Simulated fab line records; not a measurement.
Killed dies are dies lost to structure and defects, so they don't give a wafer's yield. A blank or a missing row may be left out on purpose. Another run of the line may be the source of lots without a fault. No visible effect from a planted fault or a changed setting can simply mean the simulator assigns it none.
Check for tools in common | flow sky130 | 33 wafers sampled across 11 lots

REASON FOR OPENING
SKY_VIA1_THK_MEAS_01, reading VIA1_HDPCVD_THK: flagged on 2 of 11 lots. No-fault wafers: 1035 nm, standard deviation 12.
Rule: a lot is flagged in two cases, either no wafer of it has a number, or all its wafers with numbers fall more than 4 standard deviations from that mean. The rest of the lots are taken to be sound.

lot  | measured     | on            | VIA1_HDPCVD_THK (nm), wafer by wafer | flag
L551 | day 32 22:02 | film metro-01 | 1023 1022 1028                       |
L554 | day 33 21:43 | film metro-02 | 1045 1046 1049                       |
L557 | day 34 18:25 | film metro-01 | 1023 1040 1036                       |
L556 | day 34 21:27 | film metro-02 | 1042 1034 1030                       |
L559 | day 35 21:03 | film metro-01 | 1047 1032 1041                       |
L560 | day 35 22:32 | film metro-01 | 1031 1027 1036                       |
L563 | day 37 01:26 | film metro-02 | 1032 1041 1018                       |
L564 | day 37 07:06 | film metro-04 | 878 882 891                          | FLAGGED
L566 | day 37 17:20 | film metro-02 | 887 872 877                          | FLAGGED
L573 | day 39 12:18 | film metro-04 | 1028 1033 1057                       |
L574 | day 39 22:58 | film metro-02 | 1064 1031 1047                       |
The mean of the flagged lots' numbers is 881 nm, -154 nm from the usual (-13 standard deviations).

EACH LOT AND THE TOOL IT RAN ON
Before the reading, the record contains 3 process steps out of a 708-step route. Each cell gives the tool, then ch followed by the chambers the sampled wafers passed through, then the start.
lot  | flag    | SKY_METAL1_SPUTTER_04        | SKY_METAL1_METAL_ETCH_19          | SKY_VIA1_HDPCVD_00
L551 |         | pvd sputter-01, day 31 17:46 | rie metal-02 ch 0,1, day 32 21:15 | hdpcvd-01 ch 0,1,2, day 32 21:56
L554 |         | pvd sputter-03, day 32 18:05 | rie metal-04 ch 0,1, day 33 20:55 | hdpcvd-01 ch 0,1,2, day 33 21:36
L557 |         | pvd sputter-02, day 33 14:04 | rie metal-01 ch 0, day 34 17:32   | hdpcvd-01 ch 0,2, day 34 18:17
L556 |         | pvd sputter-03, day 33 18:10 | rie metal-02 ch 0,1, day 34 20:38 | hdpcvd-02 ch 0,1, day 34 21:20
L559 |         | pvd sputter-01, day 34 17:34 | rie metal-04 ch 0,1, day 35 20:15 | hdpcvd-02 ch 1,2, day 35 20:55
L560 |         | pvd sputter-02, day 34 19:11 | rie metal-02 ch 1, day 35 21:44   | hdpcvd-01 ch 0,1, day 35 22:26
L563 |         | pvd sputter-03, day 35 22:31 | rie metal-01 ch 0,1, day 37 00:35 | hdpcvd-02 ch 0,2, day 37 01:19
L564 | FLAGGED | pvd sputter-03, day 36 04:00 | rie metal-02 ch 0,1, day 37 06:13 | hdpcvd-01 ch 0,1,2, day 37 06:58
L566 | FLAGGED | pvd sputter-01, day 36 13:34 | rie metal-04 ch 0,1, day 37 16:30 | hdpcvd-01 ch 0,2, day 37 17:13
L573 |         | pvd sputter-01, day 38 10:02 | rie metal-02 ch 0,1, day 39 11:25 | hdpcvd-02 ch 0,2, day 39 12:10
L574 |         | pvd sputter-03, day 38 21:25 | rie metal-02 ch 0,1, day 39 22:05 | hdpcvd-02 ch 0,1, day 39 22:50
What the steps here do:
- SKY_METAL1_SPUTTER_04: material TiN, target thk 70 nm, time 58.3 s.
- SKY_METAL1_METAL_ETCH_19: etches the open film in Cl2/BCl3, stops on SiO2, target depth 360 nm, time 78 s.
- SKY_VIA1_HDPCVD_00: deposits SiO2, target thk 1030 nm, time 171.7 s.
- SKY_VIA1_THK_MEAS_01

FLAGGED AGAINST TOTAL, ONE TOOL AT A TIME (gauges that did the reading follow at the end)
step                     | tool           | lots run | flagged | share of the flagged lots | sound lots run after its first flagged lot
SKY_METAL1_SPUTTER_04    | pvd sputter-01 | 4        | 1       | some                      | 1 (L573)
SKY_METAL1_SPUTTER_04    | pvd sputter-02 | 2        | 0       | none                      | -
SKY_METAL1_SPUTTER_04    | pvd sputter-03 | 5        | 1       | some                      | 1 (L574)
SKY_METAL1_METAL_ETCH_19 | rie metal-01   | 2        | 0       | none                      | -
SKY_METAL1_METAL_ETCH_19 | rie metal-02   | 6        | 1       | some                      | 2 (L573,L574)
SKY_METAL1_METAL_ETCH_19 | rie metal-04   | 3        | 1       | some                      | 0
SKY_VIA1_HDPCVD_00       | hdpcvd-01      | 6        | 2       | all                       | 0
SKY_VIA1_HDPCVD_00       | hdpcvd-02      | 5        | 0       | none                      | -
SKY_VIA1_THK_MEAS_01     | film metro-01  | 4        | 0       | none                      | -
SKY_VIA1_THK_MEAS_01     | film metro-02  | 5        | 1       | some                      | 1 (L574)
SKY_VIA1_THK_MEAS_01     | film metro-04  | 2        | 1       | some                      | 1 (L573)

WHAT THE TABLE ALLOWS
All flagged lots share 1 row of the table, namely hdpcvd-01 at SKY_VIA1_HDPCVD_00.
- hdpcvd-01 at SKY_VIA1_HDPCVD_00: 2 of its 6 lots flagged. Last sound lot L560 at day 35 22:26, first flagged lot L564 at day 37 06:58; a fault beginning in between fits. Its own readings (sih4 flow sccm) fall more than 4 standard deviations out on all wafers of the flagged lots.
Left over: one tool, hdpcvd-01 at SKY_VIA1_HDPCVD_00.

WHAT HAD BEEN PUT IN BY THE SIMULATOR
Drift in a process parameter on hdpcvd-01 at SKY_VIA1_HDPCVD_00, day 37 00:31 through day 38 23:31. Setting sih4 flow sccm, moved by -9, from 60. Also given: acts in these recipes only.
Shown lots that were struck: L564, L566. This agrees with what the rule above found.
